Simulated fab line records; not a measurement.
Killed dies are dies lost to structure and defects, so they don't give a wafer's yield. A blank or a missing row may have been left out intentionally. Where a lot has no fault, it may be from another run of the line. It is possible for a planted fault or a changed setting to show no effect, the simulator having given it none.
Split-lot study || flow gf180mcu || 23 wafers read across 5 lots, on a route 602 steps long

## SPLIT DETAILS
At GF_SAB_CVD_00 (deposits SiO2 from TEOS, target thk 50 nm, time 4.9302 s), the setting time s was moved away from the recipe's 4.9302 s on 10 of the 23 wafers read, by -9.8% to +7.8%. The other wafers ran this setting at the recipe's value.

The file shows no step between the split and the reading.

## THE READING
At GF_SAB_THK_MEAS_01: SAB_CVD_00_THK, given in nm. On this fab line, fault-free wafers typically give 50.1 nm with a standard deviation of 0.71 nm.

{"wafer": "L075.1", "tool, chamber at the split": "pecvd-03, 1", "time s as run, s": 4.724, "against the recipe": "-4.2%", "SAB_CVD_00_THK, nm": 48.2, "against lot-mates on the recipe": -2.1}
{"wafer": "L075.3", "tool, chamber at the split": "pecvd-03, 0", "time s as run, s": 4.9302, "against the recipe": "recipe", "SAB_CVD_00_THK, nm": 49.9, "against lot-mates on the recipe": "-"}
{"wafer": "L075.4", "tool, chamber at the split": "pecvd-03, 2", "time s as run, s": 4.9302, "against the recipe": "recipe", "SAB_CVD_00_THK, nm": 50.9, "against lot-mates on the recipe": "-"}
{"wafer": "L075.5", "tool, chamber at the split": "pecvd-03, 1", "time s as run, s": 4.724, "against the recipe": "-4.2%", "SAB_CVD_00_THK, nm": 48.2, "against lot-mates on the recipe": -2.1}
{"wafer": "L075.6", "tool, chamber at the split": "pecvd-03, 0", "time s as run, s": 4.9302, "against the recipe": "recipe", "SAB_CVD_00_THK, nm": 50.1, "against lot-mates on the recipe": "-"}
{"wafer": "L076.1", "tool, chamber at the split": "pecvd-04, 2", "time s as run, s": 4.9302, "against the recipe": "recipe", "SAB_CVD_00_THK, nm": 49.9, "against lot-mates on the recipe": "-"}
{"wafer": "L076.3", "tool, chamber at the split": "pecvd-04, 0", "time s as run, s": 4.449, "against the recipe": "-9.8%", "SAB_CVD_00_THK, nm": 44.7, "against lot-mates on the recipe": -5.3}
{"wafer": "L076.4", "tool, chamber at the split": "pecvd-04, 0", "time s as run, s": 4.449, "against the recipe": "-9.8%", "SAB_CVD_00_THK, nm": 45.8, "against lot-mates on the recipe": -4.2}
{"wafer": "L076.5", "tool, chamber at the split": "pecvd-04, 2", "time s as run, s": 4.9302, "against the recipe": "recipe", "SAB_CVD_00_THK, nm": 50.2, "against lot-mates on the recipe": "-"}
{"wafer": "L076.6", "tool, chamber at the split": "pecvd-04, 1", "time s as run, s": 4.449, "against the recipe": "-9.8%", "SAB_CVD_00_THK, nm": 45.6, "against lot-mates on the recipe": -4.4}
{"wafer": "L079.2", "tool, chamber at the split": "pecvd-03, 2", "time s as run, s": 4.9302, "against the recipe": "recipe", "SAB_CVD_00_THK, nm": 48.7, "against lot-mates on the recipe": "-"}
{"wafer": "L079.5", "tool, chamber at the split": "pecvd-03, 1", "time s as run, s": 4.9302, "against the recipe": "recipe", "SAB_CVD_00_THK, nm": 49.8, "against lot-mates on the recipe": "-"}
{"wafer": "L079.6", "tool, chamber at the split": "pecvd-03, 0", "time s as run, s": 4.9302, "against the recipe": "recipe", "SAB_CVD_00_THK, nm": 48.6, "against lot-mates on the recipe": "-"}
{"wafer": "L082.1", "tool, chamber at the split": "pecvd-04, 0", "time s as run, s": 4.527, "against the recipe": "-8.2%", "SAB_CVD_00_THK, nm": 45.6, "against lot-mates on the recipe": -4.2}
{"wafer": "L082.3", "tool, chamber at the split": "pecvd-04, 2", "time s as run, s": 4.527, "against the recipe": "-8.2%", "SAB_CVD_00_THK, nm": 45.8, "against lot-mates on the recipe": -4.0}
{"wafer": "L082.4", "tool, chamber at the split": "pecvd-04, 2", "time s as run, s": 4.527, "against the recipe": "-8.2%", "SAB_CVD_00_THK, nm": 46.1, "against lot-mates on the recipe": -3.7}
{"wafer": "L082.5", "tool, chamber at the split": "pecvd-04, 0", "time s as run, s": 4.9302, "against the recipe": "recipe", "SAB_CVD_00_THK, nm": 50.2, "against lot-mates on the recipe": "-"}
{"wafer": "L082.6", "tool, chamber at the split": "pecvd-04, 1", "time s as run, s": 4.9302, "against the recipe": "recipe", "SAB_CVD_00_THK, nm": 49.4, "against lot-mates on the recipe": "-"}
{"wafer": "L084.2", "tool, chamber at the split": "pecvd-04, 2", "time s as run, s": 5.316, "against the recipe": "+7.8%", "SAB_CVD_00_THK, nm": 53.4, "against lot-mates on the recipe": "+3.5"}
{"wafer": "L084.3", "tool, chamber at the split": "pecvd-04, 1", "time s as run, s": 4.9302, "against the recipe": "recipe", "SAB_CVD_00_THK, nm": 49.3, "against lot-mates on the recipe": "-"}
{"wafer": "L084.4", "tool, chamber at the split": "pecvd-04, 0", "time s as run, s": 4.9302, "against the recipe": "recipe", "SAB_CVD_00_THK, nm": 50.3, "against lot-mates on the recipe": "-"}
{"wafer": "L084.5", "tool, chamber at the split": "pecvd-04, 2", "time s as run, s": 4.9302, "against the recipe": "recipe", "SAB_CVD_00_THK, nm": 50.1, "against lot-mates on the recipe": "-"}
{"wafer": "L084.6", "tool, chamber at the split": "pecvd-04, 1", "time s as run, s": 5.316, "against the recipe": "+7.8%", "SAB_CVD_00_THK, nm": 54.4, "against lot-mates on the recipe": "+4.5"}

FIT RESULTS
A straight line over all 23 wafers: SAB_CVD_00_THK changes by +0.48 nm for each +1% of time s; r = +0.97; the points scatter about the line by 0.57 nm.
The same after taking each lot's own level away (the mean of its wafers on the recipe; 23 wafers): +0.491 nm for each +1%; r = +0.99; scatter 0.42 nm.
That fit puts the effect of the largest move of time s on the reading at 4.8 nm.
Measured against the standard deviation above, the lots' own levels, which go from 49.03 to 50.30 nm, span 1.8 times it.
Consequently the slope shifts little with the lot-to-lot level, the two slopes agreeing.
Check: with one of the wafers moved furthest among these (-9.8%) left out of the fit, the line predicts -4.65 nm for it against its lot-mates. Against them it came out at -5.35 nm.

## OTHER SPLITS APPLIED TO THESE WAFERS
Other splits were also applied to these wafers ahead of the reading. Each is held against what the fit with the lots' levels taken away leaves over:
{"other split on the same wafers": "GF_HV_LDD_COAT_14 resist thk nm", "wafers away from the commonest value": 4, "r with SAB_CVD_00_THK (lot level and that fit taken away)": "+0.14"}
{"other split on the same wafers": "GF_HV_LDD_DEVELOP_30 dev temp c", "wafers away from the commonest value": 7, "r with SAB_CVD_00_THK (lot level and that fit taken away)": -0.02}
{"other split on the same wafers": "GF_HV_LDD_STRIP_49 o2 flow sccm", "wafers away from the commonest value": 5, "r with SAB_CVD_00_THK (lot level and that fit taken away)": -0.09}
{"other split on the same wafers": "GF_NSD_COAT_02 spin rpm", "wafers away from the commonest value": 9, "r with SAB_CVD_00_THK (lot level and that fit taken away)": "+0.08"}
{"other split on the same wafers": "GF_PSD_EXPOSE_04 dose mj", "wafers away from the commonest value": 5, "r with SAB_CVD_00_THK (lot level and that fit taken away)": "+0.23"}
{"other split on the same wafers": "GF_PSD_IMPLANT_09 dose cm2", "wafers away from the commonest value": 7, "r with SAB_CVD_00_THK (lot level and that fit taken away)": "+0.20"}

## THE WHOLE CHAIN: every reading that the file lists as answering this split, in the file's order
{"step": "GF_SAB_CVD_00", "what it does": "deposits SiO2 from TEOS, target thk 50 nm, time 4.9302 s", "reading": "SiO2_of_SAB_CVD_00.thk nm (the simulator's own value, which no gauge read)", "change (the file's fit)": "+0.49 nm for each +1% of the setting", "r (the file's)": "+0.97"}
{"step": "GF_SAB_THK_MEAS_01", "what it does": "", "reading": "SAB_CVD_00_THK", "change (the file's fit)": "+0.491 for each +1% of the setting", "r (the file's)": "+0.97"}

## THE FILE'S OWN FIT
SAB_CVD_00_THK changes by +0.491 nm for each +1% of time s, r = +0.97.
